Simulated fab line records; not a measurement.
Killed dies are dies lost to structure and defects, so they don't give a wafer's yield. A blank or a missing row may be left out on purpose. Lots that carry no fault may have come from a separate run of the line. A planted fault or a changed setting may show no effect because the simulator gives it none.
A struck lot beside a sound one -- flow sky130 -- 14 steps out of a route of 708
Sound: wafers L888.2, L888.3, L888.6. Wafers L887.2, L887.5, L887.6 were the ones struck. The cause is named last.
At each step with rows: each side's tool, then ch and its chambers, then its first start. Under that, the readings that differ: sound wafers -- struck wafers -- difference of the means -- sigmas: that difference in standard deviations of wafers without a fault.
alike: readings with means less than 2 such deviations apart, plus words and numbers identical on both sides. not compared: withheld readings, readings lacking a value on some wafer, bounds such as >300 that could conceal the same value, and numbers that have no deviation in the record and whose values overlap.
The two part at a step that has a row with sigmas, a row that says differs or no value, or rows on one side only. Non-overlapping numbers with no deviation appear without sigmas and do not part them. A reading that every wafer of one side lacks parts them only if that side has two wafers or more.

first, 5 steps without rows for these wafers: SKY_SONOS_TUNNEL_COAT_02 (resist thk 1140 nm); SKY_SONOS_TUNNEL_SOFTBAKE_03 (time 60 s); SKY_SONOS_TUNNEL_EXPOSE_04 (exposes mask TUNM, target cd 410 nm); SKY_SONOS_TUNNEL_PEB_05; SKY_SONOS_TUNNEL_DEVELOP_06 (develop time 60 s).
SKY_SONOS_TUNNEL_CD_MEAS_07: target cd 410 nm.
  sound: cd_sem-02 at day 18 11:52; struck: cd_sem-01 at day 18 05:48
  alike: cd_nm
SKY_SONOS_TUNNEL_OVL_MEAS_08:
  sound: overlay-01 at day 18 11:59; struck: overlay-02 at day 18 05:55
  alike: SONOS_TUNNEL_OVL
then, 3 steps without rows for these wafers: SKY_SONOS_TUNNEL_IMPLANT_09; SKY_SONOS_TUNNEL_WET_ETCH_10 (etches SiO2 in dHF, target depth 14 nm, time 280 s); SKY_SONOS_TUNNEL_STRIP_11 (strips in SPM, time 600 s).
SKY_SONOS_TUNNEL_TW_MEAS_12:
  sound: film_metro-04 at day 18 12:26; struck: film_metro-04 at day 18 06:22
  alike: SONOS_TUNNEL_TW
then, 1 step without rows for these wafers: SKY_SONOS_TUNNEL_CLEAN_13 (cleans in dHF, time 20 s).
SKY_SONOS_ONO_OXIDATION_00: stabilise 600 s, purge 300 s, target thk 2.6 nm.
  struck on furnace-02, day 18 06:26; sound on furnace-02 ch 0, day 18 13:37
  no value came back on the struck wafers for ox_temp_c (C), ox_temp_c_max, zone_power_bottom_pct (%), zone_power_upper_pct (%); on the sound wafers ox_temp_c (C) reads 800.0 800.4 800.1
then, 1 step without rows for these wafers: SKY_SONOS_ONO_CVD_02 (deposits Si3N4 from DCS/NH3, target thk 10.5 nm, time 180 s).

WHERE THEY PART
Within this record, at SKY_SONOS_ONO_OXIDATION_00 only.

WHY: the cause the simulator had injected
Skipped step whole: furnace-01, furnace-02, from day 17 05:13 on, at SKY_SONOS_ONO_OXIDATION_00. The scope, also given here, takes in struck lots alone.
